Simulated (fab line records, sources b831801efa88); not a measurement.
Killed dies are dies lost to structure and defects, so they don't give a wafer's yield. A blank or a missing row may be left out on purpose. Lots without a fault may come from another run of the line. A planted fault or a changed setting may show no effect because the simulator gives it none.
A struck lot beside a sound one | flow sky130 | 15 steps out of a route of 708
Sound: wafers L134.1, L134.5, L134.6. Struck: wafers L145.2, L145.3, L145.6. The cause comes at the end.
At each step with rows: each side's tool, then ch and its chambers, then its first start. Under that, the readings that differ: sound wafers | struck wafers | difference of the means | sigmas: that difference in standard deviations of wafers without a fault.
alike: readings whose means differ by less than 2 such deviations, and words and numbers that are the same on both sides. not compared: withheld readings, readings that some wafer has no value for, bounds like >300 that may hide the same value, and numbers for which the record gives no deviation and whose values overlap.
The two part at a step that has a row with sigmas, a row that says differs or no value, or rows on one side only. Numbers that don't overlap but have no deviation are shown without sigmas and don't part them. A reading that every wafer of one side lacks parts them only if that side has two wafers or more.

first, 2 steps without rows for these wafers: SKY_LDD_HVN_PEB_05; SKY_LDD_HVN_DEVELOP_06 (develop time 60 s).
SKY_LDD_HVN_OVL_MEAS_07:
  sound on overlay-02, day 23 23:46; struck on overlay-01, day 27 13:55
  alike: LDD_HVN_OVL
then, 1 step without rows for these wafers: SKY_LDD_HVN_IMPLANT_08.
SKY_LDD_HVN_STRIP_09: strips in O2/N2.
  sound on plasma_asher-04 ch 0,1, day 23 23:56; struck on plasma_asher-04 ch 0,1, day 27 14:05
  alike: drypump_motor_current_A, oes_product_au, strip_time_to_endpoint_s
  not compared: rf_hours_counter_h
SKY_LDD_HVN_TW_MEAS_10:
  sound on film_metro-04, day 24 00:02; struck on film_metro-04, day 27 14:12
  alike: LDD_HVN_TW
then, 6 steps without rows for these wafers: SKY_LDD_HVP_DEHYDRATE_00 (time 60 s); SKY_LDD_HVP_HMDS_01 (prime time 60 s); SKY_LDD_HVP_COAT_02 (resist thk 300 nm); SKY_LDD_HVP_SOFTBAKE_03 (time 60 s); SKY_LDD_HVP_EXPOSE_04 (exposes mask HVPTM, target cd 700 nm); SKY_LDD_HVP_PEB_05.
SKY_LDD_HVP_DEVELOP_06: develop time 57.28 s.
  sound on litho_track-02 ch 0, day 25 06:01; struck on litho_track-02 ch 0, day 28 18:38
  reading              | sound             | struck            | difference | sigmas
  developer_temp_C (C) | 23.13 23.06 22.90 | 22.04 22.00 22.01 | -1.01      | -8
  not compared: model.LDD_HVP.cd_nm
SKY_LDD_HVP_OVL_MEAS_07:
  sound on overlay-01, day 25 06:10; struck on overlay-02, day 28 18:46
  alike: LDD_HVP_OVL
-- the record jumps here: 22 days lie between the struck wafers' starts before and after (it left off in module LDD_HVP and takes up again in module PAD_OPEN, whose first step shown is number 708 of the route) --
SKY_PAD_OPEN_PROBE_99:
  sound on prober-02, day 48 10:47; struck on prober-01, day 50 14:21
  alike: killed_at_M0_to_M3, killed_at_M4_up, killed_at_contacts, killed_at_front_end, killed_at_other, killed_dies, killed_open, killed_short

WHERE THEY PART
Only at SKY_LDD_HVP_DEVELOP_06, within this record. Later steps at which nothing parts them and some readings are alike: SKY_LDD_HVP_OVL_MEAS_07, SKY_PAD_OPEN_PROBE_99.

WHY: what the simulator had put in
Process parameter drift: litho_track-02, from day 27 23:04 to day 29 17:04, at SKY_LDD_HVP_DEVELOP_06. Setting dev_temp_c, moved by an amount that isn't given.
